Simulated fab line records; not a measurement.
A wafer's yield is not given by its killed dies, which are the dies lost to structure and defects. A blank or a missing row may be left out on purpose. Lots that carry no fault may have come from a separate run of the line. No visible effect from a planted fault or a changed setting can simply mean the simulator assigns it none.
fab line records :: flow sky130
record:
  lots: 6
  wafers: 18
  last_day: 50
route steps=708 shown LI_CONTACT@383 LOCAL_INTERCONNECT@387
lots with no fault: from the same line, run without faults
start_h: the number of hours between the record's first day and the start of the first shown wafer of the lot :: wait_h: hours since the lot's step before :: " unchanged from the row above :: L1.1+2: a row that stands for several wafers :: - either no value or no given start :: * or withheld: withheld :: < > ~ a bound
route shown NAME@n: NAME is a module with steps in the file, n the number in the route of the first one :: usual: average and standard deviation across the fault-free wafers :: same: alike in all rows :: chamber/n: place in a boat :: sites: the reading at each site :: _std_site: how widely they spread, as a standard deviation :: _edge_site: inner sites' mean taken away from outer sites' mean :: radius_mm: for every site, how far away it sits from the centre of the wafer :: mask NAME#n: copy n :: behind: tool/chamber where the wafer was last shaped :: hold: cause of the lot's hold/its duration in hours/its outcome :: device: names the non-switching transistor (n, p or np) :: end of line: the tests these same wafers got at the end of their route :: for a step that has no rows: nothing shown but its recipe :: killed: dies lost to structure and defects at the first sort, not the wafer's yield :: map: dies across one wafer; x = killed, . = not, _ = none there
set.NAME: the setting as run; set.NAME@STEP: as run at that earlier step :: model.NAME: the simulator's own value behind a step, which no gauge read
lots at selected steps of the route; one table per step, one row per wafer
services: a tool's chamber out of use, with start hour (start_h, from the record's first day; less than 0 if before it), hours out, and reason
== steps ==
step: SKY_LI_CONTACT_CVD_21
recipe:
  material: W
  target_thk_nm: 400
  time_s: 120.56
  temp_c: 400
  pressure_torr: 40
usual:
  heater_power_w: 824/53
lot.wafer: L331.1
tool: cvd_w-02
chamber: 1
start_h: 768.79
wait_h: 0.0
heater_power_w: 770

lot.wafer: L331.2
tool: cvd_w-02
chamber: 1
start_h: 768.79
wait_h: 0.0
heater_power_w: 786

lot.wafer: L331.4
tool: cvd_w-02
chamber: 1
start_h: 768.79
wait_h: 0.0
heater_power_w: 781

lot.wafer: L330.1
tool: cvd_w-01
chamber: 0
start_h: 769.97
wait_h: 0.0
heater_power_w: 829

lot.wafer: L330.2
tool: cvd_w-01
chamber: 1
start_h: 769.97
wait_h: 0.0
heater_power_w: 900

lot.wafer: L330.4
tool: cvd_w-01
chamber: 1
start_h: 769.97
wait_h: 0.0
heater_power_w: 903

lot.wafer: L335.1
tool: cvd_w-01
chamber: 0
start_h: 810.59
wait_h: 0.0
heater_power_w: 809

lot.wafer: L335.2
tool: cvd_w-01
chamber: 1
start_h: 810.59
wait_h: 0.0
heater_power_w: 917

lot.wafer: L335.3
tool: cvd_w-01
chamber: 1
start_h: 810.59
wait_h: 0.0
heater_power_w: 899

lot.wafer: L339.3
tool: cvd_w-01
chamber: 1
start_h: 833.25
wait_h: 0.1
heater_power_w: 878

lot.wafer: L339.4
tool: cvd_w-01
chamber: 0
start_h: 833.25
wait_h: 0.1
heater_power_w: 821

lot.wafer: L339.5
tool: cvd_w-01
chamber: 0
start_h: 833.25
wait_h: 0.1
heater_power_w: 798

lot.wafer: L340.2
tool: cvd_w-01
chamber: 1
start_h: 835.83
wait_h: 0.0
heater_power_w: 924

lot.wafer: L340.3
tool: cvd_w-01
chamber: 0
start_h: 835.83
wait_h: 0.0
heater_power_w: 829

lot.wafer: L340.4
tool: cvd_w-01
chamber: 1
start_h: 835.83
wait_h: 0.0
heater_power_w: 908

lot.wafer: L343.1
tool: cvd_w-02
chamber: 0
start_h: 856.68
wait_h: 0.0
heater_power_w: 755

lot.wafer: L343.3
tool: cvd_w-02
chamber: 0
start_h: 856.68
wait_h: 0.0
heater_power_w: 766

lot.wafer: L343.6
tool: cvd_w-02
chamber: 1
start_h: 856.68
wait_h: 0.0
heater_power_w: 784
step: SKY_LI_CONTACT_RS_MEAS_22
recipe:
  thk_meas_gauge: four-point-probe
  reads: W_of_LI_CONTACT_CVD_21+TiN_of_LI_CONTACT_SPUTTER_20+Ti_of_LI_CONTACT_SPUTTER_19
usual:
  LI_CONTACT_W_RS: 0.285/0.0047
lot.wafer: L331.1
tool: film_metro-04
chamber: -
start_h: 769.05
wait_h: 0.2
LI_CONTACT_W_RS[ohm/sq]: 0.275

lot.wafer: L331.2
tool: film_metro-04
chamber: -
start_h: 769.05
wait_h: 0.2
LI_CONTACT_W_RS[ohm/sq]: 0.274

lot.wafer: L331.4
tool: film_metro-04
chamber: -
start_h: 769.05
wait_h: 0.2
LI_CONTACT_W_RS[ohm/sq]: 0.275

lot.wafer: L330.1
tool: film_metro-01
chamber: -
start_h: 770.10
wait_h: 0.1
LI_CONTACT_W_RS[ohm/sq]: 0.291

lot.wafer: L330.2
tool: film_metro-01
chamber: -
start_h: 770.10
wait_h: 0.1
LI_CONTACT_W_RS[ohm/sq]: 0.287

lot.wafer: L330.4
tool: film_metro-01
chamber: -
start_h: 770.10
wait_h: 0.1
LI_CONTACT_W_RS[ohm/sq]: 0.286

lot.wafer: L335.1
tool: film_metro-04
chamber: -
start_h: 810.72
wait_h: 0.1
LI_CONTACT_W_RS[ohm/sq]: 0.292

lot.wafer: L335.2
tool: film_metro-04
chamber: -
start_h: 810.72
wait_h: 0.1
LI_CONTACT_W_RS[ohm/sq]: 0.284

lot.wafer: L335.3
tool: film_metro-04
chamber: -
start_h: 810.72
wait_h: 0.1
LI_CONTACT_W_RS[ohm/sq]: 0.285

lot.wafer: L339.3
tool: film_metro-01
chamber: -
start_h: 833.38
wait_h: 0.1
LI_CONTACT_W_RS[ohm/sq]: 0.290

lot.wafer: L339.4
tool: film_metro-01
chamber: -
start_h: 833.38
wait_h: 0.1
LI_CONTACT_W_RS[ohm/sq]: 0.287

lot.wafer: L339.5
tool: film_metro-01
chamber: -
start_h: 833.38
wait_h: 0.1
LI_CONTACT_W_RS[ohm/sq]: 0.291

lot.wafer: L340.2
tool: film_metro-01
chamber: -
start_h: 835.97
wait_h: 0.1
LI_CONTACT_W_RS[ohm/sq]: 0.280

lot.wafer: L340.3
tool: film_metro-01
chamber: -
start_h: 835.97
wait_h: 0.1
LI_CONTACT_W_RS[ohm/sq]: 0.283

lot.wafer: L340.4
tool: film_metro-01
chamber: -
start_h: 835.97
wait_h: 0.1
LI_CONTACT_W_RS[ohm/sq]: 0.283

lot.wafer: L343.1
tool: film_metro-03
chamber: -
start_h: 856.80
wait_h: 0.1
LI_CONTACT_W_RS[ohm/sq]: 0.285

lot.wafer: L343.3
tool: film_metro-03
chamber: -
start_h: 856.80
wait_h: 0.1
LI_CONTACT_W_RS[ohm/sq]: 0.280

lot.wafer: L343.6
tool: film_metro-03
chamber: -
start_h: 856.80
wait_h: 0.1
LI_CONTACT_W_RS[ohm/sq]: 0.283
step: SKY_LI_CONTACT_THK_MEAS_23
recipe:
  thk_meas_gauge: xrf
  reads: W_of_LI_CONTACT_CVD_21
usual:
  LI_CONTACT_W_THK: 400/7.4
lot.wafer: L331.1
tool: film_metro-04
chamber: -
start_h: 769.17
wait_h: 0.1
LI_CONTACT_W_THK[nm]: 418

lot.wafer: L331.2
tool: film_metro-04
chamber: -
start_h: 769.17
wait_h: 0.1
LI_CONTACT_W_THK[nm]: 416

lot.wafer: L331.4
tool: film_metro-04
chamber: -
start_h: 769.17
wait_h: 0.1
LI_CONTACT_W_THK[nm]: 415

lot.wafer: L330.1
tool: film_metro-01
chamber: -
start_h: 770.22
wait_h: 0.1
LI_CONTACT_W_THK[nm]: 395

lot.wafer: L330.2
tool: film_metro-01
chamber: -
start_h: 770.22
wait_h: 0.1
LI_CONTACT_W_THK[nm]: 400

lot.wafer: L330.4
tool: film_metro-01
chamber: -
start_h: 770.22
wait_h: 0.1
LI_CONTACT_W_THK[nm]: 402

lot.wafer: L335.1
tool: film_metro-04
chamber: -
start_h: 810.84
wait_h: 0.1
LI_CONTACT_W_THK[nm]: 390

lot.wafer: L335.2
tool: film_metro-04
chamber: -
start_h: 810.84
wait_h: 0.1
LI_CONTACT_W_THK[nm]: 401

lot.wafer: L335.3
tool: film_metro-04
chamber: -
start_h: 810.84
wait_h: 0.1
LI_CONTACT_W_THK[nm]: 401

lot.wafer: L339.3
tool: film_metro-01
chamber: -
start_h: 833.48
wait_h: 0.1
LI_CONTACT_W_THK[nm]: 394

lot.wafer: L339.4
tool: film_metro-01
chamber: -
start_h: 833.48
wait_h: 0.1
LI_CONTACT_W_THK[nm]: 402

lot.wafer: L339.5
tool: film_metro-01
chamber: -
start_h: 833.48
wait_h: 0.1
LI_CONTACT_W_THK[nm]: 394

lot.wafer: L340.2
tool: film_metro-01
chamber: -
start_h: 836.08
wait_h: 0.1
LI_CONTACT_W_THK[nm]: 410

lot.wafer: L340.3
tool: film_metro-01
chamber: -
start_h: 836.08
wait_h: 0.1
LI_CONTACT_W_THK[nm]: 407

lot.wafer: L340.4
tool: film_metro-01
chamber: -
start_h: 836.08
wait_h: 0.1
LI_CONTACT_W_THK[nm]: 404

lot.wafer: L343.1
tool: film_metro-03
chamber: -
start_h: 856.92
wait_h: 0.1
LI_CONTACT_W_THK[nm]: 396

lot.wafer: L343.3
tool: film_metro-03
chamber: -
start_h: 856.92
wait_h: 0.1
LI_CONTACT_W_THK[nm]: 400

lot.wafer: L343.6
tool: film_metro-03
chamber: -
start_h: 856.92
wait_h: 0.1
LI_CONTACT_W_THK[nm]: 396
step: SKY_LI_CONTACT_CMP_24
recipe:
  stop_on: PSG
  t_overpolish_s: 20
  down_force_psi: 3.5
  platen_rpm: 60
  target_thk_nm: 0
  pad_velocity_m_s: 0.94248
usual:
  motor_current_A: 11.2/0.95
  overpolish_run_s: 19.999/0.0094
  time_to_endpoint_s: 96/5.3
lot.wafer: L331.1
tool: cmp-02
chamber: 1
start_h: 769.23
wait_h: 0.1
motor_current_A: 10.3
overpolish_run_s: 19.994
time_to_endpoint_s: 94

lot.wafer: L331.4
tool: cmp-02
chamber: 3
start_h: 769.23
wait_h: 0.1
motor_current_A: 11.5
overpolish_run_s: 20.011
time_to_endpoint_s: 102

lot.wafer: L331.2
tool: cmp-02
chamber: 0
start_h: 769.23
wait_h: 0.1
motor_current_A: 9.5
overpolish_run_s: 20.000
time_to_endpoint_s: 90

lot.wafer: L330.4
tool: cmp-01
chamber: 2
start_h: 770.41
wait_h: 0.1
motor_current_A: 10.7
overpolish_run_s: 20.013
time_to_endpoint_s: 97

lot.wafer: L330.2
tool: cmp-01
chamber: 0
start_h: 770.41
wait_h: 0.1
motor_current_A: 11.4
overpolish_run_s: 20.013
time_to_endpoint_s: 94

lot.wafer: L330.1
tool: cmp-01
chamber: 1
start_h: 770.41
wait_h: 0.1
motor_current_A: 12.5
overpolish_run_s: 19.979
time_to_endpoint_s: 98

lot.wafer: L335.2
tool: cmp-02
chamber: 0
start_h: 810.90
wait_h: 0.0
motor_current_A: 9.7
overpolish_run_s: 19.996
time_to_endpoint_s: 92

lot.wafer: L335.1
tool: cmp-02
chamber: 1
start_h: 810.90
wait_h: 0.0
motor_current_A: 10.2
overpolish_run_s: 19.991
time_to_endpoint_s: 87

lot.wafer: L335.3
tool: cmp-02
chamber: 2
start_h: 810.90
wait_h: 0.0
motor_current_A: 11.5
overpolish_run_s: 19.989
time_to_endpoint_s: 98

lot.wafer: L339.4
tool: cmp-01
chamber: 1
start_h: 833.57
wait_h: 0.1
motor_current_A: 12.6
overpolish_run_s: 20.005
time_to_endpoint_s: 98

lot.wafer: L339.3
tool: cmp-01
chamber: 3
start_h: 833.57
wait_h: 0.1
motor_current_A: 12.9
overpolish_run_s: 19.991
time_to_endpoint_s: 88

lot.wafer: L339.5
tool: cmp-01
chamber: 1
start_h: 833.57
wait_h: 0.1
motor_current_A: 12.2
overpolish_run_s: 19.990
time_to_endpoint_s: 98

lot.wafer: L340.2
tool: cmp-02
chamber: 3
start_h: 836.17
wait_h: 0.1
motor_current_A: 11.1
overpolish_run_s: 20.010
time_to_endpoint_s: 102

lot.wafer: L340.4
tool: cmp-02
chamber: 1
start_h: 836.17
wait_h: 0.1
motor_current_A: 10.6
overpolish_run_s: 19.995
time_to_endpoint_s: 90

lot.wafer: L340.3
tool: cmp-02
chamber: 2
start_h: 836.17
wait_h: 0.1
motor_current_A: 11.4
overpolish_run_s: 19.989
time_to_endpoint_s: 95

lot.wafer: L343.3
tool: cmp-01
chamber: 0
start_h: 856.98
wait_h: 0.0
motor_current_A: 11.2
overpolish_run_s: 20.021
time_to_endpoint_s: 95

lot.wafer: L343.1
tool: cmp-01
chamber: 1
start_h: 856.98
wait_h: 0.0
motor_current_A: 12.2
overpolish_run_s: 19.984
time_to_endpoint_s: 102

lot.wafer: L343.6
tool: cmp-01
chamber: 0
start_h: 856.98
wait_h: 0.0
motor_current_A: 11.1
overpolish_run_s: 19.981
time_to_endpoint_s: 97
step: SKY_LOCAL_INTERCONNECT_SPUTTER_00
recipe:
  material: TiN
  target_thk_nm: 100
  temp_c: 300
  power_w: 6500
  time_s: 83.3
  chamber_pressure_pa: 0.4
usual:
  cathode_dc_power_W: 6500.0/1.2
  throttle_valve_pct: 30.1/1.4
lot.wafer: L331.1
tool: pvd_sputter-04
chamber: -
start_h: 769.53
wait_h: 0.2
cathode_dc_power_W: 6498.8
throttle_valve_pct: 28.4

lot.wafer: L331.2
tool: pvd_sputter-04
chamber: -
start_h: 769.53
wait_h: 0.2
cathode_dc_power_W: 6500.3
throttle_valve_pct: 30.8

lot.wafer: L331.4
tool: pvd_sputter-04
chamber: -
start_h: 769.53
wait_h: 0.2
cathode_dc_power_W: 6498.9
throttle_valve_pct: 31.8

lot.wafer: L330.1
tool: pvd_sputter-03
chamber: -
start_h: 770.71
wait_h: 0.1
cathode_dc_power_W: 6500.1
throttle_valve_pct: 29.6

lot.wafer: L330.2
tool: pvd_sputter-03
chamber: -
start_h: 770.71
wait_h: 0.1
cathode_dc_power_W: 6498.3
throttle_valve_pct: 32.4

lot.wafer: L330.4
tool: pvd_sputter-03
chamber: -
start_h: 770.71
wait_h: 0.1
cathode_dc_power_W: 6500.0
throttle_valve_pct: 30.3

lot.wafer: L335.1
tool: pvd_sputter-02
chamber: -
start_h: 811.20
wait_h: 0.2
cathode_dc_power_W: 6499.0
throttle_valve_pct: 30.9

lot.wafer: L335.2
tool: pvd_sputter-02
chamber: -
start_h: 811.20
wait_h: 0.2
cathode_dc_power_W: 6500.5
throttle_valve_pct: 29.7

lot.wafer: L335.3
tool: pvd_sputter-02
chamber: -
start_h: 811.20
wait_h: 0.2
cathode_dc_power_W: 6500.3
throttle_valve_pct: 28.4

lot.wafer: L339.3
tool: pvd_sputter-03
chamber: -
start_h: 833.82
wait_h: 0.1
cathode_dc_power_W: 6499.1
throttle_valve_pct: 29.6

lot.wafer: L339.4
tool: pvd_sputter-03
chamber: -
start_h: 833.82
wait_h: 0.1
cathode_dc_power_W: 6499.1
throttle_valve_pct: 30.2

lot.wafer: L339.5
tool: pvd_sputter-03
chamber: -
start_h: 833.82
wait_h: 0.1
cathode_dc_power_W: 6499.8
throttle_valve_pct: 29.8

lot.wafer: L340.2
tool: pvd_sputter-03
chamber: -
start_h: 836.47
wait_h: 0.2
cathode_dc_power_W: 6501.8
throttle_valve_pct: 30.2

lot.wafer: L340.3
tool: pvd_sputter-03
chamber: -
start_h: 836.47
wait_h: 0.2
cathode_dc_power_W: 6498.8
throttle_valve_pct: 29.5

lot.wafer: L340.4
tool: pvd_sputter-03
chamber: -
start_h: 836.47
wait_h: 0.2
cathode_dc_power_W: 6500.0
throttle_valve_pct: 30.3

lot.wafer: L343.1
tool: pvd_sputter-03
chamber: -
start_h: 857.28
wait_h: 0.2
cathode_dc_power_W: 6501.2
throttle_valve_pct: 29.3

lot.wafer: L343.3
tool: pvd_sputter-03
chamber: -
start_h: 857.28
wait_h: 0.2
cathode_dc_power_W: 6499.2
throttle_valve_pct: 30.6

lot.wafer: L343.6
tool: pvd_sputter-03
chamber: -
start_h: 857.28
wait_h: 0.2
cathode_dc_power_W: 6499.7
throttle_valve_pct: 32.2
step: SKY_LOCAL_INTERCONNECT_RS_MEAS_01
recipe:
  thk_meas_gauge: four-point-probe
  reads: TiN_of_LOCAL_INTERCONNECT_SPUTTER_00
usual:
  LOCAL_INTERCONNECT_TIN_RS: 14.07/0.19
lot.wafer: L331.1
tool: film_metro-01
chamber: -
start_h: 769.59
wait_h: 0.0
LOCAL_INTERCONNECT_TIN_RS[ohm/sq]: 13.99

lot.wafer: L331.2
tool: film_metro-01
chamber: -
start_h: 769.59
wait_h: 0.0
LOCAL_INTERCONNECT_TIN_RS[ohm/sq]: 13.91

lot.wafer: L331.4
tool: film_metro-01
chamber: -
start_h: 769.59
wait_h: 0.0
LOCAL_INTERCONNECT_TIN_RS[ohm/sq]: 14.03

lot.wafer: L330.1
tool: film_metro-04
chamber: -
start_h: 770.77
wait_h: 0.0
LOCAL_INTERCONNECT_TIN_RS[ohm/sq]: 14.26

lot.wafer: L330.2
tool: film_metro-04
chamber: -
start_h: 770.77
wait_h: 0.0
LOCAL_INTERCONNECT_TIN_RS[ohm/sq]: 13.89

lot.wafer: L330.4
tool: film_metro-04
chamber: -
start_h: 770.77
wait_h: 0.0
LOCAL_INTERCONNECT_TIN_RS[ohm/sq]: 14.25

lot.wafer: L335.1
tool: film_metro-01
chamber: -
start_h: 811.26
wait_h: 0.0
LOCAL_INTERCONNECT_TIN_RS[ohm/sq]: 13.89

lot.wafer: L335.2
tool: film_metro-01
chamber: -
start_h: 811.26
wait_h: 0.0
LOCAL_INTERCONNECT_TIN_RS[ohm/sq]: 13.92

lot.wafer: L335.3
tool: film_metro-01
chamber: -
start_h: 811.26
wait_h: 0.0
LOCAL_INTERCONNECT_TIN_RS[ohm/sq]: 14.02

lot.wafer: L339.3
tool: film_metro-02
chamber: -
start_h: 833.92
wait_h: 0.1
LOCAL_INTERCONNECT_TIN_RS[ohm/sq]: 14.33

lot.wafer: L339.4
tool: film_metro-02
chamber: -
start_h: 833.92
wait_h: 0.1
LOCAL_INTERCONNECT_TIN_RS[ohm/sq]: 13.98

lot.wafer: L339.5
tool: film_metro-02
chamber: -
start_h: 833.92
wait_h: 0.1
LOCAL_INTERCONNECT_TIN_RS[ohm/sq]: 14.29

lot.wafer: L340.2
tool: film_metro-04
chamber: -
start_h: 836.56
wait_h: 0.1
LOCAL_INTERCONNECT_TIN_RS[ohm/sq]: 13.84

lot.wafer: L340.3
tool: film_metro-04
chamber: -
start_h: 836.56
wait_h: 0.1
LOCAL_INTERCONNECT_TIN_RS[ohm/sq]: 14.15

lot.wafer: L340.4
tool: film_metro-04
chamber: -
start_h: 836.56
wait_h: 0.1
LOCAL_INTERCONNECT_TIN_RS[ohm/sq]: 13.96

lot.wafer: L343.1
tool: film_metro-01
chamber: -
start_h: 857.34
wait_h: 0.0
LOCAL_INTERCONNECT_TIN_RS[ohm/sq]: 14.40

lot.wafer: L343.3
tool: film_metro-01
chamber: -
start_h: 857.34
wait_h: 0.0
LOCAL_INTERCONNECT_TIN_RS[ohm/sq]: 14.40

lot.wafer: L343.6
tool: film_metro-01
chamber: -
start_h: 857.34
wait_h: 0.0
LOCAL_INTERCONNECT_TIN_RS[ohm/sq]: 13.87
step: SKY_LOCAL_INTERCONNECT_THK_MEAS_02
recipe:
  thk_meas_gauge: xrf
  reads: TiN_of_LOCAL_INTERCONNECT_SPUTTER_00
usual:
  LOCAL_INTERCONNECT_TIN_THK: 99.6/1.4
lot.wafer: L331.1
tool: film_metro-01
chamber: -
start_h: 769.71
wait_h: 0.1
LOCAL_INTERCONNECT_TIN_THK[nm]: 101.1

lot.wafer: L331.2
tool: film_metro-01
chamber: -
start_h: 769.71
wait_h: 0.1
LOCAL_INTERCONNECT_TIN_THK[nm]: 102.3

lot.wafer: L331.4
tool: film_metro-01
chamber: -
start_h: 769.71
wait_h: 0.1
LOCAL_INTERCONNECT_TIN_THK[nm]: 101.0

lot.wafer: L330.1
tool: film_metro-04
chamber: -
start_h: 770.89
wait_h: 0.1
LOCAL_INTERCONNECT_TIN_THK[nm]: 97.5

lot.wafer: L330.2
tool: film_metro-04
chamber: -
start_h: 770.89
wait_h: 0.1
LOCAL_INTERCONNECT_TIN_THK[nm]: 100.3

lot.wafer: L330.4
tool: film_metro-04
chamber: -
start_h: 770.89
wait_h: 0.1
LOCAL_INTERCONNECT_TIN_THK[nm]: 97.7

lot.wafer: L335.1
tool: film_metro-01
chamber: -
start_h: 811.38
wait_h: 0.1
LOCAL_INTERCONNECT_TIN_THK[nm]: 101.1

lot.wafer: L335.2
tool: film_metro-01
chamber: -
start_h: 811.38
wait_h: 0.1
LOCAL_INTERCONNECT_TIN_THK[nm]: 101.4

lot.wafer: L335.3
tool: film_metro-01
chamber: -
start_h: 811.38
wait_h: 0.1
LOCAL_INTERCONNECT_TIN_THK[nm]: 100.4

lot.wafer: L339.3
tool: film_metro-02
chamber: -
start_h: 834.02
wait_h: 0.1
LOCAL_INTERCONNECT_TIN_THK[nm]: 97.0

lot.wafer: L339.4
tool: film_metro-02
chamber: -
start_h: 834.02
wait_h: 0.1
LOCAL_INTERCONNECT_TIN_THK[nm]: 99.6

lot.wafer: L339.5
tool: film_metro-02
chamber: -
start_h: 834.02
wait_h: 0.1
LOCAL_INTERCONNECT_TIN_THK[nm]: 97.3

lot.wafer: L340.2
tool: film_metro-04
chamber: -
start_h: 836.67
wait_h: 0.1
LOCAL_INTERCONNECT_TIN_THK[nm]: 100.2

lot.wafer: L340.3
tool: film_metro-04
chamber: -
start_h: 836.67
wait_h: 0.1
LOCAL_INTERCONNECT_TIN_THK[nm]: 98.1

lot.wafer: L340.4
tool: film_metro-04
chamber: -
start_h: 836.67
wait_h: 0.1
LOCAL_INTERCONNECT_TIN_THK[nm]: 99.5

lot.wafer: L343.1
tool: film_metro-01
chamber: -
start_h: 857.46
wait_h: 0.1
LOCAL_INTERCONNECT_TIN_THK[nm]: 98.5

lot.wafer: L343.3
tool: film_metro-01
chamber: -
start_h: 857.46
wait_h: 0.1
LOCAL_INTERCONNECT_TIN_THK[nm]: 97.8

lot.wafer: L343.6
tool: film_metro-01
chamber: -
start_h: 857.46
wait_h: 0.1
LOCAL_INTERCONNECT_TIN_THK[nm]: 101.9
step: SKY_LOCAL_INTERCONNECT_DEHYDRATE_03
recipe:
  temp_c: 200
  time_s: 60
step: SKY_LOCAL_INTERCONNECT_HMDS_04
recipe:
  prime_time_s: 60
  prime_temp_c: 120
step: SKY_LOCAL_INTERCONNECT_COAT_05
recipe:
  resist: BARC
  temp_c: withheld
  time_s: withheld
  spin_rpm: 3000
  resist_thk_nm: 60
step: SKY_LOCAL_INTERCONNECT_COAT_06
recipe:
  resist: KrF-thick
  spin_rpm: 3000
  resist_thk_nm: 450
step: SKY_LOCAL_INTERCONNECT_SOFTBAKE_07
recipe:
  temp_c: 100
  time_s: 90
  resist: KrF-thick
step: SKY_LOCAL_INTERCONNECT_EXPOSE_08
recipe:
  mask_id: LI1M
  na: 0.8
  source_shape: annular
  sigma_inner: 0.55
  sigma_outer: 0.85
  target_cd_nm: 170
  dose_mj: 28
usual:
  exposure_dose_mJ_cm2: 28.21/0.22
  focus_offset_nm: 0.0/0.54
  na: 0.8/0
lot.wafer: L331.1
tool: krf_scanner-01
chamber: -
start_h: 782.68
wait_h: -
mask: LI1M#0
exposure_dose_mJ_cm2: -
focus_offset_nm: -
na: -

lot.wafer: L331.2
tool: krf_scanner-01
chamber: -
start_h: 782.68
wait_h: -
mask: LI1M#0
exposure_dose_mJ_cm2: -
focus_offset_nm: -
na: -

lot.wafer: L331.4
tool: krf_scanner-01
chamber: -
start_h: 782.68
wait_h: -
mask: LI1M#0
exposure_dose_mJ_cm2: -
focus_offset_nm: -
na: -

lot.wafer: L330.1
tool: krf_scanner-02
chamber: -
start_h: 784.25
wait_h: -
mask: LI1M#0
exposure_dose_mJ_cm2: -
focus_offset_nm: -
na: -

lot.wafer: L330.2
tool: krf_scanner-02
chamber: -
start_h: 784.25
wait_h: -
mask: LI1M#0
exposure_dose_mJ_cm2: -
focus_offset_nm: -
na: -

lot.wafer: L330.4
tool: krf_scanner-02
chamber: -
start_h: 784.25
wait_h: -
mask: LI1M#0
exposure_dose_mJ_cm2: -
focus_offset_nm: -
na: -

lot.wafer: L335.1
tool: krf_scanner-02
chamber: 0
start_h: 824.85
wait_h: -
mask: LI1M#0
exposure_dose_mJ_cm2: 28.43
focus_offset_nm: -0.2
na: 0.8

lot.wafer: L335.2
tool: krf_scanner-02
chamber: 0
start_h: 824.85
wait_h: -
mask: LI1M#0
exposure_dose_mJ_cm2: 28.38
focus_offset_nm: 0.1
na: 0.8

lot.wafer: L335.3
tool: krf_scanner-02
chamber: 0
start_h: 824.85
wait_h: -
mask: LI1M#0
exposure_dose_mJ_cm2: 28.42
focus_offset_nm: -0.1
na: 0.8

lot.wafer: L339.3
tool: krf_scanner-01
chamber: 0
start_h: 846.97
wait_h: -
mask: LI1M#0
exposure_dose_mJ_cm2: 27.91
focus_offset_nm: 0.4
na: 0.8

lot.wafer: L339.4
tool: krf_scanner-01
chamber: 0
start_h: 846.97
wait_h: -
mask: LI1M#0
exposure_dose_mJ_cm2: 27.93
focus_offset_nm: -0.5
na: 0.8

lot.wafer: L339.5
tool: krf_scanner-01
chamber: 0
start_h: 846.97
wait_h: -
mask: LI1M#0
exposure_dose_mJ_cm2: 27.91
focus_offset_nm: -0.2
na: 0.8

lot.wafer: L340.2
tool: krf_scanner-01
chamber: 0
start_h: 850.08
wait_h: -
mask: LI1M#0
exposure_dose_mJ_cm2: 27.96
focus_offset_nm: 0.7
na: 0.8

lot.wafer: L340.3
tool: krf_scanner-01
chamber: 0
start_h: 850.08
wait_h: -
mask: LI1M#0
exposure_dose_mJ_cm2: 27.95
focus_offset_nm: 0.3
na: 0.8

lot.wafer: L340.4
tool: krf_scanner-01
chamber: 0
start_h: 850.08
wait_h: -
mask: LI1M#0
exposure_dose_mJ_cm2: 27.98
focus_offset_nm: 0.6
na: 0.8

lot.wafer: L343.1
tool: krf_scanner-02
chamber: 0
start_h: 870.31
wait_h: -
mask: LI1M#0
exposure_dose_mJ_cm2: 28.43
focus_offset_nm: 0.5
na: 0.8

lot.wafer: L343.3
tool: krf_scanner-02
chamber: 0
start_h: 870.31
wait_h: -
mask: LI1M#0
exposure_dose_mJ_cm2: 28.41
focus_offset_nm: 0.4
na: 0.8

lot.wafer: L343.6
tool: krf_scanner-02
chamber: 0
start_h: 870.31
wait_h: -
mask: LI1M#0
exposure_dose_mJ_cm2: 28.42
focus_offset_nm: 0.6
na: 0.8
step: SKY_LOCAL_INTERCONNECT_PEB_09
recipe:
  peb_temp_c: withheld
  peb_time_s: withheld
  resist: KrF-thick
== services ==
tool: cmp-02
chamber: -
start_h: 748.17
hours: -
kind: consumable_replace:conditioner

tool: cmp-02
chamber: -
start_h: 748.17
hours: -
kind: consumable_replace:pad

tool: cvd_w-01
chamber: -
start_h: 757.41
hours: 1.9
kind: repair

tool: cvd_w-02
chamber: 0
start_h: 757.96
hours: 16.1
kind: repair

tool: krf_scanner-01
chamber: -
start_h: 761.57
hours: 4.0
kind: pm

tool: krf_scanner-02
chamber: -
start_h: 761.58
hours: 0.7
kind: repair

tool: krf_scanner-02
chamber: 0
start_h: 762.44
hours: -
kind: calibration

tool: krf_scanner-01
chamber: -
start_h: 770.19
hours: 0.3
kind: repair

tool: krf_scanner-02
chamber: -
start_h: 788.75
hours: 1.4
kind: repair

tool: krf_scanner-02
chamber: -
start_h: 803.66
hours: 1.3
kind: pm

tool: krf_scanner-01
chamber: -
start_h: 804.96
hours: 1.0
kind: pm

tool: krf_scanner-02
chamber: -
start_h: 808.36
hours: 1.0
kind: pm

tool: cmp-02
chamber: -
start_h: 811.72
hours: 0.6
kind: repair

tool: krf_scanner-01
chamber: 0
start_h: 812.72
hours: -
kind: calibration

tool: krf_scanner-02
chamber: -
start_h: 819.34
hours: 0.4
kind: repair

tool: cmp-02
chamber: -
start_h: 826.25
hours: 9.9
kind: pm

tool: cvd_w-02
chamber: 0
start_h: 826.76
hours: 10.5
kind: repair

tool: cmp-02
chamber: -
start_h: 844.75
hours: 4.9
kind: repair

tool: cvd_w-02
chamber: -
start_h: 855.22
hours: 0.8
kind: repair
== key ==
first_sign:
  step: SKY_LOCAL_INTERCONNECT_EXPOSE_08
  reading: tool_record
  direction: missing
effect none on later readings
met_at SKY_LOCAL_INTERCONNECT_EXPOSE_08
struck_wafers L330.1,L330.2,L330.4,L331.1,L331.2,L331.4
later_rows_left_out L330.1,L330.2,L330.4,L331.1,L331.2,L331.4
sort_left_out L330.1,L330.2,L330.4,L331.1,L331.2,L331.4
tester_left_out L330,L331
fault:
  kind: skipped_step_whole
  tool: krf_scanner-01,krf_scanner-02
  chamber: -
  onset_h: 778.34
  steps: SKY_LOCAL_INTERCONNECT_EXPOSE_08
  scope: struck_lots_only
tester_left_out: of these lots the tester's yield and bins aren't shown, on N5 and GAA mostly nor the transistor test; their killed dies are dies lost to structure and defects alone, not to doping, threshold or leakage, so they don't give the yield
sort_left_out: the simulated sort isn't trusted on such a fault, so these wafers' sort isn't shown, and their yield isn't known
later_rows_left_out: the simulator's readings of these wafers behind a module that went badly wrong aren't trusted and aren't shown, but for the sort
